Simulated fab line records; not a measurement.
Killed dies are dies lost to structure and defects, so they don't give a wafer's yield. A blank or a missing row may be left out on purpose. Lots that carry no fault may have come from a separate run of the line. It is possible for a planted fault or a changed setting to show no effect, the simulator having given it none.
Which of the tools did it? -- flow sky130 -- 33 wafers sampled from 11 lots at 1 step of a route of 708

== WHAT THE GAUGES SHOWED, per wafer ==
SKY_SONOS_ONO_THK_MEAS_03.
lot,measured,on,SONOS_ONO_CVD_02_THK (nm)
L145,day 13 17:25,film_metro-01,10.47 10.38 10.43
L150,day 15 00:07,film_metro-02,10.18 10.37 10.27
L151,day 15 13:32,film_metro-02,10.56 10.43 10.40
L152,day 15 22:36,film_metro-03,10.51 10.51 10.62
L155,day 16 18:29,film_metro-01,10.37 10.49 10.62
L156,day 17 02:53,film_metro-02,10.47 10.49 10.51
L157,day 17 21:22,film_metro-03,10.35 10.35 10.30
L158,day 18 05:28,film_metro-03,10.23 10.30 10.27
L159,day 18 08:17,film_metro-03,10.63 10.52 10.52
L160,day 18 13:32,film_metro-01,10.62 10.39 10.48
L162,day 19 06:50,film_metro-01,10.46 10.38 10.19

== TOOL THAT RAN EACH LOT (tool first, then ch and the chambers of the sampled wafers, then the start) ==
Record: no process step prior to these readings.

== THE ANSWER, worked out from the rows above alone ==
Rule: what is usual is taken from the lots themselves. Put in order of their means at a reading, lots are off if they are a third of the lots or fewer, leave a main group of 4 or more, and stand apart from it by a gap of 3 or more times the standard deviation of the main group's means; of several such gaps the widest counts. A main group is skipped when, at the precision printed for the reading in the tables above, its means are all equal. A lot without any number at a reading at which 4 lots or more have one is off too. Any other lot the step has rows for is counted as sound.
Nothing can be told from this: no lot is off at any reading shown.

== WHAT THE SIMULATOR HAD PUT IN ==
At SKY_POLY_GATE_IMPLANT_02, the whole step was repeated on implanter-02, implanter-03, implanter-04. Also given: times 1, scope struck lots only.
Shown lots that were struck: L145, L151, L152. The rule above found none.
